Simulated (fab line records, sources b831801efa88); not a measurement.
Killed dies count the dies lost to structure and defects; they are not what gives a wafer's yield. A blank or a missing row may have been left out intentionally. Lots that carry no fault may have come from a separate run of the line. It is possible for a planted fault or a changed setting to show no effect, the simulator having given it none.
fab line records :: flow sky130
[record]
  lots = 5
  wafers = 15
  last_day = 51
route steps=708 shown NWELL@61 PAD_OPEN@708
lots that met no fault: taken from a fault-free run of the same line
start_h: the number of hours between the record's first day and the start of the first shown wafer of the lot :: wait_h: how many hours have passed since the lot's step before this one :: " repeats the value in the row above :: L1.1+2: a row that stands for several wafers :: - no value, or no start given :: * or withheld: withheld :: < > ~ a bound
route shown NAME@n: NAME is a module with steps in the file, n the number in the route of the first one :: usual: mean/standard deviation taken from wafers without a fault :: same: alike in all rows :: chamber/n: place in a boat :: sites: per-site readings :: _std_site: the values' standard deviation :: _edge_site: mean of outer sites minus mean of inner sites :: radius_mm: how far each site lies from the wafer's centre :: mask NAME#n: copy n :: behind: the most recent tool/chamber to have shaped the wafer :: hold: the reason the lot was held/the length of the hold in hours/how it ended :: device: which transistor (n, p or np) failed to switch :: end of line: the tests these same wafers got at the end of their route :: step lacking rows: just its recipe :: killed: not the wafer's yield, but the dies lost to structure and defects at the first sort :: map: per-die view of a wafer (x killed, . not killed, _ where there is no die)
set.NAME: the setting as run; set.NAME@STEP: as run at that earlier step :: model.NAME: the simulator's own value behind a step, which no gauge read
a table for each step, a row for each wafer; lots at some steps of the route
services: from which hour (start_h, from the record's first day; less than 0 if before it) a tool's chamber was out of use, for how many hours, and why
[[steps]]
[step SKY_NWELL_PEB_08]
[recipe]
  temp_c = 115
  time_s = withheld
[step SKY_NWELL_DEVELOP_09]
[recipe]
  wall_angle_deg = 90
  developer = TMAH
  develop_time_s = 60
  dev_temp_c = 23
[step SKY_NWELL_OVL_MEAS_10]
[usual]
  NWELL_00_OVL = -0.3/1.5
lot.wafer: L917.3
tool: overlay-01
chamber: -
start_h: 92.06
wait_h: -
NWELL_00_OVL[nm]: -3.6

lot.wafer: L917.4
tool: overlay-01
chamber: -
start_h: 92.06
wait_h: -
NWELL_00_OVL[nm]: -1.8

lot.wafer: L917.6
tool: overlay-01
chamber: -
start_h: 92.06
wait_h: -
NWELL_00_OVL[nm]: -1.9

lot.wafer: L925.1
tool: overlay-01
chamber: -
start_h: 138.17
wait_h: -
NWELL_00_OVL[nm]: 1.4

lot.wafer: L925.3
tool: overlay-01
chamber: -
start_h: 138.17
wait_h: -
NWELL_00_OVL[nm]: 0.5

lot.wafer: L925.5
tool: overlay-01
chamber: -
start_h: 138.17
wait_h: -
NWELL_00_OVL[nm]: -1.2

lot.wafer: L928.2
tool: overlay-02
chamber: -
start_h: 153.47
wait_h: -
NWELL_00_OVL[nm]: 1.1

lot.wafer: L928.3
tool: overlay-02
chamber: -
start_h: 153.47
wait_h: -
NWELL_00_OVL[nm]: 0.8

lot.wafer: L928.6
tool: overlay-02
chamber: -
start_h: 153.47
wait_h: -
NWELL_00_OVL[nm]: 0.4

lot.wafer: L937.1
tool: overlay-01
chamber: -
start_h: 214.50
wait_h: -
NWELL_00_OVL[nm]: 1.4

lot.wafer: L937.3
tool: overlay-01
chamber: -
start_h: 214.50
wait_h: -
NWELL_00_OVL[nm]: -0.1

lot.wafer: L937.4
tool: overlay-01
chamber: -
start_h: 214.50
wait_h: -
NWELL_00_OVL[nm]: 0.8

lot.wafer: L939.3
tool: overlay-01
chamber: -
start_h: 253.53
wait_h: -
NWELL_00_OVL[nm]: -2.2

lot.wafer: L939.5
tool: overlay-01
chamber: -
start_h: 253.53
wait_h: -
NWELL_00_OVL[nm]: -2.7

lot.wafer: L939.6
tool: overlay-01
chamber: -
start_h: 253.53
wait_h: -
NWELL_00_OVL[nm]: 0.2
[step SKY_NWELL_IMPLANT_11]
[recipe]
  species = P
  energy_kev = 400
  dose_cm2 = 1.9e+13
  tilt_deg = withheld
[step SKY_NWELL_IMPLANT_12]
[recipe]
  species = P
  energy_kev = 120
  dose_cm2 = 1.3e+12
  tilt_deg = withheld
[step SKY_NWELL_IMPLANT_13]
[recipe]
  species = P
  energy_kev = 50
  dose_cm2 = 7e+11
  tilt_deg = withheld
[step SKY_NWELL_STRIP_14]
[recipe]
  chemistry = O2/N2
  power_w = 1400
  pressure_mtorr = 1500
  platen_temp_c = withheld
  o2_flow_sccm = 3000
  n2_flow_sccm = 300
  overash_fraction = 0.5
[usual]
  drypump_motor_current_A = 5.7/0.43
  oes_product_au = 0.722/0.0041
  strip_time_to_endpoint_s = 36.91/0.089
[same]
  overash_fraction = 0.5
lot.wafer: L917.3
tool: plasma_asher-04
chamber: 0
start_h: 92.57
wait_h: 0.1
drypump_motor_current_A: 5.3
oes_product_au: 0.722
rf_hours_counter_h: -
strip_time_to_endpoint_s: 36.80

lot.wafer: L917.4
tool: plasma_asher-04
chamber: 1
start_h: 92.57
wait_h: 0.1
drypump_motor_current_A: 5.3
oes_product_au: 0.714
rf_hours_counter_h: -
strip_time_to_endpoint_s: 36.88

lot.wafer: L917.6
tool: plasma_asher-04
chamber: 0
start_h: 92.57
wait_h: 0.1
drypump_motor_current_A: 5.3
oes_product_au: 0.724
rf_hours_counter_h: -
strip_time_to_endpoint_s: 36.85

lot.wafer: L925.1
tool: plasma_asher-02
chamber: 1
start_h: 138.65
wait_h: 0.1
drypump_motor_current_A: 5.9
oes_product_au: 0.720
rf_hours_counter_h: 2
strip_time_to_endpoint_s: 37.00

lot.wafer: L925.3
tool: plasma_asher-02
chamber: 1
start_h: 138.65
wait_h: 0.1
drypump_motor_current_A: 5.9
oes_product_au: 0.720
rf_hours_counter_h: -
strip_time_to_endpoint_s: 36.91

lot.wafer: L925.5
tool: plasma_asher-02
chamber: 0
start_h: 138.65
wait_h: 0.1
drypump_motor_current_A: 5.8
oes_product_au: 0.723
rf_hours_counter_h: -
strip_time_to_endpoint_s: 36.99

lot.wafer: L928.2
tool: plasma_asher-04
chamber: 0
start_h: 154.10
wait_h: 0.1
drypump_motor_current_A: 5.3
oes_product_au: 0.723
rf_hours_counter_h: 36
strip_time_to_endpoint_s: 36.90

lot.wafer: L928.3
tool: plasma_asher-04
chamber: 0
start_h: 154.10
wait_h: 0.1
drypump_motor_current_A: 5.3
oes_product_au: 0.717
rf_hours_counter_h: -
strip_time_to_endpoint_s: 36.87

lot.wafer: L928.6
tool: plasma_asher-04
chamber: 0
start_h: 154.10
wait_h: 0.1
drypump_motor_current_A: 5.3
oes_product_au: 0.728
rf_hours_counter_h: -
strip_time_to_endpoint_s: 36.86

lot.wafer: L937.1
tool: plasma_asher-04
chamber: 0
start_h: 214.99
wait_h: 0.1
drypump_motor_current_A: 5.4
oes_product_au: 0.727
rf_hours_counter_h: 41
strip_time_to_endpoint_s: 37.03

lot.wafer: L937.3
tool: plasma_asher-04
chamber: 1
start_h: 214.99
wait_h: 0.1
drypump_motor_current_A: 5.3
oes_product_au: 0.724
rf_hours_counter_h: -
strip_time_to_endpoint_s: 36.96

lot.wafer: L937.4
tool: plasma_asher-04
chamber: 0
start_h: 214.99
wait_h: 0.1
drypump_motor_current_A: 5.3
oes_product_au: 0.724
rf_hours_counter_h: -
strip_time_to_endpoint_s: 36.97

lot.wafer: L939.3
tool: plasma_asher-04
chamber: 1
start_h: 254.04
wait_h: 0.1
drypump_motor_current_A: 5.3
oes_product_au: 0.721
rf_hours_counter_h: -
strip_time_to_endpoint_s: 36.96

lot.wafer: L939.5
tool: plasma_asher-04
chamber: 1
start_h: 254.04
wait_h: 0.1
drypump_motor_current_A: 5.3
oes_product_au: 0.719
rf_hours_counter_h: -
strip_time_to_endpoint_s: 36.93

lot.wafer: L939.6
tool: plasma_asher-04
chamber: 0
start_h: 254.04
wait_h: 0.1
drypump_motor_current_A: 5.3
oes_product_au: 0.722
rf_hours_counter_h: -
strip_time_to_endpoint_s: 36.89
[step SKY_NWELL_TW_MEAS_15]
[usual]
  NWELL_TW = 1817/22
lot.wafer: L917.3
tool: film_metro-03
chamber: -
start_h: 92.66
wait_h: 0.1
NWELL_TW: 1790

lot.wafer: L917.4
tool: film_metro-03
chamber: -
start_h: 92.66
wait_h: 0.1
NWELL_TW: 1789

lot.wafer: L917.6
tool: film_metro-03
chamber: -
start_h: 92.66
wait_h: 0.1
NWELL_TW: 1778

lot.wafer: L925.1
tool: film_metro-04
chamber: -
start_h: 138.75
wait_h: 0.1
NWELL_TW: 1839

lot.wafer: L925.3
tool: film_metro-04
chamber: -
start_h: 138.75
wait_h: 0.1
NWELL_TW: 1827

lot.wafer: L925.5
tool: film_metro-04
chamber: -
start_h: 138.75
wait_h: 0.1
NWELL_TW: 1817

lot.wafer: L928.2
tool: film_metro-02
chamber: -
start_h: 154.21
wait_h: 0.1
NWELL_TW: 1828

lot.wafer: L928.3
tool: film_metro-02
chamber: -
start_h: 154.21
wait_h: 0.1
NWELL_TW: 1825

lot.wafer: L928.6
tool: film_metro-02
chamber: -
start_h: 154.21
wait_h: 0.1
NWELL_TW: 1820

lot.wafer: L937.1
tool: film_metro-04
chamber: -
start_h: 215.09
wait_h: 0.1
NWELL_TW: 1832

lot.wafer: L937.3
tool: film_metro-04
chamber: -
start_h: 215.09
wait_h: 0.1
NWELL_TW: 1824

lot.wafer: L937.4
tool: film_metro-04
chamber: -
start_h: 215.09
wait_h: 0.1
NWELL_TW: 1833

lot.wafer: L939.3
tool: film_metro-03
chamber: -
start_h: 254.12
wait_h: 0.1
NWELL_TW: 1783

lot.wafer: L939.5
tool: film_metro-03
chamber: -
start_h: 254.12
wait_h: 0.1
NWELL_TW: 1775

lot.wafer: L939.6
tool: film_metro-03
chamber: -
start_h: 254.12
wait_h: 0.1
NWELL_TW: 1779
[step SKY_NWELL_DEHYDRATE_16]
[recipe]
  temp_c = 200
  time_s = 60
[step SKY_NWELL_HMDS_17]
[recipe]
  prime_time_s = 60
  prime_temp_c = 120
[step SKY_NWELL_COAT_18]
[recipe]
  spin_rpm = 2000
  resist_thk_nm = 3000
[step SKY_NWELL_SOFTBAKE_19]
[recipe]
  temp_c = 110
  time_s = withheld
[step SKY_NWELL_EXPOSE_20]
[recipe]
  mask_id = NWM_COMPLEMENT
  na = 0.6
  source_shape = conventional
  sigma_outer = 0.6
  polarization = unpolarized
  target_cd_nm = 840
  dose_mj = 260
[same]
  sigma_outer = 0.6
lot.wafer: L917.3+4+6
tool: iline_stepper-02
chamber: 0
start_h: 101.06
wait_h: -
mask: NWM_COMPLEMENT#0

lot.wafer: L925.1+3+5
tool: iline_stepper-01
chamber: 0
start_h: 147.57
wait_h: -
mask: NWM_COMPLEMENT#0

lot.wafer: L928.2+3+6
tool: iline_stepper-01
chamber: 0
start_h: 162.22
wait_h: -
mask: NWM_COMPLEMENT_R1#0

lot.wafer: L937.1+3+4
tool: iline_stepper-01
chamber: 0
start_h: 225.54
wait_h: -
mask: NWM_COMPLEMENT#0

lot.wafer: L939.3+5+6
tool: iline_stepper-01
chamber: 0
start_h: 266.34
wait_h: -
mask: NWM_COMPLEMENT#0
[step SKY_NWELL_PEB_21]
[recipe]
  temp_c = 115
  time_s = withheld
[step SKY_PAD_OPEN_PROBE_99]
lot.wafer: L917.3
tool: prober-01
chamber: -
start_h: 1073.64
wait_h: 0.2
hold: -
model.etest.pfet_16v.r_on_ohm_um: 1.548e+04
model.etest.nfet_16v.r_on_ohm_um: 1.438e+04
model.etest.res_iso_pwell.width_nm: 2652
model.etest.res_nwell.width_nm: 832.2
model.etest.pfet_16v.drive_ua_um: 240.6

lot.wafer: L917.4
tool: prober-01
chamber: -
start_h: 1073.69
wait_h: 0.2
hold: -
model.etest.pfet_16v.r_on_ohm_um: 1.516e+04
model.etest.nfet_16v.r_on_ohm_um: 1.415e+04
model.etest.res_iso_pwell.width_nm: 2656
model.etest.res_nwell.width_nm: 840.9
model.etest.pfet_16v.drive_ua_um: 244.6

lot.wafer: L917.6
tool: prober-01
chamber: -
start_h: 1073.79
wait_h: 0.2
hold: -
model.etest.pfet_16v.r_on_ohm_um: 1.538e+04
model.etest.nfet_16v.r_on_ohm_um: 1.421e+04
model.etest.res_iso_pwell.width_nm: 2652
model.etest.res_nwell.width_nm: 838.2
model.etest.pfet_16v.drive_ua_um: 242.7

lot.wafer: L925.1
tool: prober-02
chamber: -
start_h: 1125.56
wait_h: 0.1
hold: -
model.etest.pfet_16v.r_on_ohm_um: 1.458e+04
model.etest.nfet_16v.r_on_ohm_um: 1.429e+04
model.etest.res_iso_pwell.width_nm: 2662
model.etest.res_nwell.width_nm: 827.2
model.etest.pfet_16v.drive_ua_um: 256

lot.wafer: L925.3
tool: prober-02
chamber: -
start_h: 1125.66
wait_h: 0.2
hold: -
model.etest.pfet_16v.r_on_ohm_um: 1.487e+04
model.etest.nfet_16v.r_on_ohm_um: 1.437e+04
model.etest.res_iso_pwell.width_nm: 2647
model.etest.res_nwell.width_nm: 833.7
model.etest.pfet_16v.drive_ua_um: 249.8

lot.wafer: L925.5
tool: prober-02
chamber: -
start_h: 1125.76
wait_h: 0.2
hold: -
model.etest.pfet_16v.r_on_ohm_um: 1.481e+04
model.etest.nfet_16v.r_on_ohm_um: 1.435e+04
model.etest.res_iso_pwell.width_nm: 2656
model.etest.res_nwell.width_nm: 826.4
model.etest.pfet_16v.drive_ua_um: 251.4

lot.wafer: L928.2
tool: prober-01
chamber: -
start_h: 1144.11
wait_h: 0.1
hold: await_dispo/0.2h/release
model.etest.pfet_16v.r_on_ohm_um: 1.609e+04
model.etest.nfet_16v.r_on_ohm_um: 1.356e+04
model.etest.res_iso_pwell.width_nm: 2551
model.etest.res_nwell.width_nm: 878.8
model.etest.pfet_16v.drive_ua_um: 222.3

lot.wafer: L928.3
tool: prober-01
chamber: -
start_h: 1144.16
wait_h: 0.2
hold: await_dispo/0.2h/release
model.etest.pfet_16v.r_on_ohm_um: 1.603e+04
model.etest.nfet_16v.r_on_ohm_um: 1.356e+04
model.etest.res_iso_pwell.width_nm: 2554
model.etest.res_nwell.width_nm: 876.1
model.etest.pfet_16v.drive_ua_um: 222.8

lot.wafer: L928.6
tool: prober-01
chamber: -
start_h: 1144.31
wait_h: 0.2
hold: await_dispo/0.2h/release
model.etest.pfet_16v.r_on_ohm_um: 1.624e+04
model.etest.nfet_16v.r_on_ohm_um: 1.351e+04
model.etest.res_iso_pwell.width_nm: 2546
model.etest.res_nwell.width_nm: 878.3
model.etest.pfet_16v.drive_ua_um: 221.9

lot.wafer: L937.1
tool: prober-01
chamber: -
start_h: 1196.09
wait_h: 0.1
hold: -
model.etest.pfet_16v.r_on_ohm_um: 1.506e+04
model.etest.nfet_16v.r_on_ohm_um: 1.403e+04
model.etest.res_iso_pwell.width_nm: 2642
model.etest.res_nwell.width_nm: 835.6
model.etest.pfet_16v.drive_ua_um: 249.9

lot.wafer: L937.3
tool: prober-01
chamber: -
start_h: 1196.19
wait_h: 0.2
hold: -
model.etest.pfet_16v.r_on_ohm_um: 1.519e+04
model.etest.nfet_16v.r_on_ohm_um: 1.4e+04
model.etest.res_iso_pwell.width_nm: 2651
model.etest.res_nwell.width_nm: 839.9
model.etest.pfet_16v.drive_ua_um: 249.8

lot.wafer: L937.4
tool: prober-01
chamber: -
start_h: 1196.24
wait_h: 0.2
hold: -
model.etest.pfet_16v.r_on_ohm_um: 1.56e+04
model.etest.nfet_16v.r_on_ohm_um: 1.418e+04
model.etest.res_iso_pwell.width_nm: 2648
model.etest.res_nwell.width_nm: 841
model.etest.pfet_16v.drive_ua_um: 246

lot.wafer: L939.3
tool: prober-01
chamber: -
start_h: 1219.05
wait_h: 0.2
hold: -
model.etest.pfet_16v.r_on_ohm_um: 1.495e+04
model.etest.nfet_16v.r_on_ohm_um: 1.387e+04
model.etest.res_iso_pwell.width_nm: 2644
model.etest.res_nwell.width_nm: 842.1
model.etest.pfet_16v.drive_ua_um: 253.8

lot.wafer: L939.5
tool: prober-01
chamber: -
start_h: 1219.15
wait_h: 0.2
hold: -
model.etest.pfet_16v.r_on_ohm_um: 1.486e+04
model.etest.nfet_16v.r_on_ohm_um: 1.407e+04
model.etest.res_iso_pwell.width_nm: 2644
model.etest.res_nwell.width_nm: 844.1
model.etest.pfet_16v.drive_ua_um: 253.3

lot.wafer: L939.6
tool: prober-01
chamber: -
start_h: 1219.20
wait_h: 0.2
hold: -
model.etest.pfet_16v.r_on_ohm_um: 1.471e+04
model.etest.nfet_16v.r_on_ohm_um: 1.397e+04
model.etest.res_iso_pwell.width_nm: 2640
model.etest.res_nwell.width_nm: 843
model.etest.pfet_16v.drive_ua_um: 251.4
// killed by level:class
L917.3 VIA1:geometric_particle:open=16 LI_CONTACT:geometric_particle:open=8 LI_CONTACT:geometric_particle:short=7 METAL1:geometric_particle:short=7 CONTACT:geometric_particle:open=6 VIA2:geometric_particle:open=6 VIA3:geometric_particle:open=6 POLY_GATE:geometric_particle:short=5
L917.4 CONTACT:geometric_particle:open=13 VIA1:geometric_particle:open=8 VIA3:geometric_particle:open=7 METAL1:geometric_particle:short=7 VIA1:geometric_particle:short=7 CONTACT:geometric_particle:short=6 VIA2:geometric_particle:open=6 POLY_GATE:geometric_particle:short=5
L917.6 VIA1:geometric_particle:open=19 CONTACT:geometric_particle:open=11 LI_CONTACT:geometric_particle:open=8 METAL1:geometric_particle:short=7 POLY_GATE:geometric_particle:open=6 VIA2:geometric_particle:open=6 VIA3:geometric_particle:open=6 METAL4:geometric_particle:short=5
L925.1 VIA1:geometric_particle:open=16 CONTACT:geometric_particle:open=11 VIA2:geometric_particle:open=11 VIA1:geometric_particle:short=7 METAL2:geometric_particle:short=7 LOCAL_INTERCONNECT:geometric_particle:short=6 LI_CONTACT:geometric_particle:open=5 FIELD_ISO:geometric_particle:short=3
L925.3 VIA1:geometric_particle:open=12 VIA2:geometric_particle:open=10 CONTACT:geometric_particle:open=8 LI_CONTACT:geometric_particle:open=7 METAL1:geometric_particle:short=7 FIELD_ISO:geometric_particle:open=6 VIA3:geometric_particle:open=6 LOCAL_INTERCONNECT:geometric_particle:short=5
L925.5 VIA1:geometric_particle:open=16 FIELD_ISO:geometric_particle:open=7 METAL2:geometric_particle:short=6 VIA2:geometric_particle:open=6 FIELD_ISO:geometric_particle:short=5 CONTACT:geometric_particle:open=5 POLY_GATE:geometric_particle:open=4 LI_CONTACT:geometric_particle:short=4
L937.1 VIA1:geometric_particle:open=22 VIA3:geometric_particle:open=10 CONTACT:geometric_particle:open=10 LI_CONTACT:geometric_particle:open=9 LOCAL_INTERCONNECT:geometric_particle:short=6 VIA2:geometric_particle:open=6 METAL2:geometric_particle:short=6 CONTACT:geometric_particle:short=5
L937.3 METAL1:geometric_particle:short=12 VIA1:geometric_particle:open=9 LI_CONTACT:geometric_particle:open=7 FIELD_ISO:geometric_particle:open=6 VIA2:geometric_particle:open=6 CONTACT:geometric_particle:open=5 VIA3:geometric_particle:open=5 FIELD_ISO:geometric_particle:short=3
L937.4 VIA1:geometric_particle:short=8 VIA3:geometric_particle:open=8 LI_CONTACT:geometric_particle:open=7 CONTACT:geometric_particle:open=7 VIA1:geometric_particle:open=7 METAL1:geometric_particle:short=7 VIA2:geometric_particle:open=7 CONTACT:geometric_particle:short=6
L939.3 CONTACT:geometric_particle:open=12 VIA1:geometric_particle:open=7 METAL1:geometric_particle:short=7 VIA2:geometric_particle:open=7 VIA1:geometric_particle:short=5 LI_CONTACT:geometric_particle:short=4 METAL2:geometric_particle:short=4 VIA3:geometric_particle:open=4
L939.5 VIA1:geometric_particle:open=13 CONTACT:geometric_particle:open=11 METAL2:geometric_particle:short=10 LI_CONTACT:geometric_particle:open=7 FIELD_ISO:geometric_particle:short=6 LOCAL_INTERCONNECT:geometric_particle:open=4 CONTACT:geometric_particle:short=4 METAL1:geometric_particle:short=4
L939.6 METAL2:geometric_particle:short=15 CONTACT:geometric_particle:open=10 LI_CONTACT:geometric_particle:open=8 CONTACT:geometric_particle:short=7 VIA1:geometric_particle:open=6 VIA2:geometric_particle:open=6 FIELD_ISO:geometric_particle:open=5 LOCAL_INTERCONNECT:geometric_particle:short=5
// map L925.1 (x killed, . not)
__________...x.xxx.._________
________x..x..xx....x._______
______x........x........_____
_____......xxxx........x.____
____x...........xx...x....___
___xx.x..x...........x.x...__
__..xx...x..x..............._
_...x......x...........x...x.
_.......xx..x......x.........
_........x.......x.x.....x..x
_..........x.......x....x.x..
_.................x..........
_.xx.x...........x....x..x...
_xx.x....x..x......x..xx.....
_.xx.x........x....x...x.....
__.xx...xx.x..xxx.........x._
___...xx.x.....x.x..x...x..__
____.xx...................___
_____....x......xx.......____
______.x....x.x..x.....x_____
________xx....x..xx..._______
__________........x._________
// map L937.1 (x killed, . not)
__________.........._________
________....x..xx....._______
______..x...x..x..x....._____
_____x.........x.xx..x...____
____.x.........xx.....x...___
___.....xx........xx....x..__
__xxx..x..........xx......x._
_....x.....x.......x......x..
_.x.xx.x.......x.........x.x.
_........x.x.....x..xxx.x..x.
_...x.x....x...x...x...x...x.
_x.....xx.x.....x..x.x.....x.
_x.....x.....x.........x..xx.
_...x....xx...x......xx...x.x
_.....x...xx.x..xx...x.x..x..
__xx.xx.......x..x........x._
___........x..x..........xx__
____x.......x.x..x.xx.....___
_____.....x.x.x.x.......x____
______....x..xx.....x..._____
________x....x.x...x.._______
__________.x.......x_________
[[services]]
tool: plasma_asher-04
chamber: -
start_h: 75.45
hours: 1.0
kind: repair

tool: iline_stepper-02
chamber: -
start_h: 80.95
hours: 11.9
kind: repair

tool: iline_stepper-01
chamber: -
start_h: 92.88
hours: 1.7
kind: pm

tool: plasma_asher-02
chamber: -
start_h: 108.75
hours: 9.0
kind: pm

tool: plasma_asher-02
chamber: 0
start_h: 108.75
hours: 9.0
kind: vent_cycle

tool: plasma_asher-02
chamber: 1
start_h: 108.75
hours: 9.0
kind: vent_cycle

tool: plasma_asher-02
chamber: 0
start_h: 117.75
hours: -
kind: clean

tool: plasma_asher-02
chamber: 1
start_h: 117.75
hours: -
kind: clean

tool: iline_stepper-02
chamber: 0
start_h: 169.12
hours: -
kind: calibration

tool: iline_stepper-01
chamber: 0
start_h: 178.14
hours: -
kind: calibration

tool: iline_stepper-02
chamber: -
start_h: 182.02
hours: 2.1
kind: pm

tool: iline_stepper-02
chamber: -
start_h: 184.10
hours: -
kind: consumable_replace:lamp

tool: plasma_asher-04
chamber: -
start_h: 197.53
hours: 2.8
kind: pm

tool: iline_stepper-02
chamber: -
start_h: 223.76
hours: 8.4
kind: repair

tool: iline_stepper-01
chamber: -
start_h: 232.29
hours: 4.3
kind: pm

tool: iline_stepper-02
chamber: -
start_h: 257.04
hours: 1.7
kind: pm
[[key]]
[first_sign]
  step = SKY_NWELL_EXPOSE_20
  reading = mask
  direction = changed
[effect]
  step = SKY_PAD_OPEN_PROBE_99
  reading = hold
  direction = added
[model_effect]
  step = SKY_PAD_OPEN_PROBE_99
  value = etest.pfet_16v.r_on_ohm_um
  without = 1.523e+04
  struck = 1.612e+04
met_at SKY_NWELL_EXPOSE_20
struck_wafers L928.2,L928.3,L928.6
sort_left_out L928.2,L928.3,L928.6
tester_left_out L928
onset_between 147.57 162.22
[fault]
  kind = wrong_mask
  tool = any
  chamber = -
  onset_h = 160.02
  steps = SKY_NWELL_EXPOSE_20
  aux_copy = NWM_COMPLEMENT_R1#0
  cd_offset_nm = -101
  scope = struck_lots_only
// tester_left_out: of these lots the tester's yield and bins aren't shown, on N5 and GAA mostly nor the transistor test; their killed dies are dies lost to structure and defects alone, not to doping, threshold or leakage, so they don't give the yield
// sort_left_out: the simulated sort isn't trusted on such a fault, so these wafers' sort isn't shown, and their yield isn't known
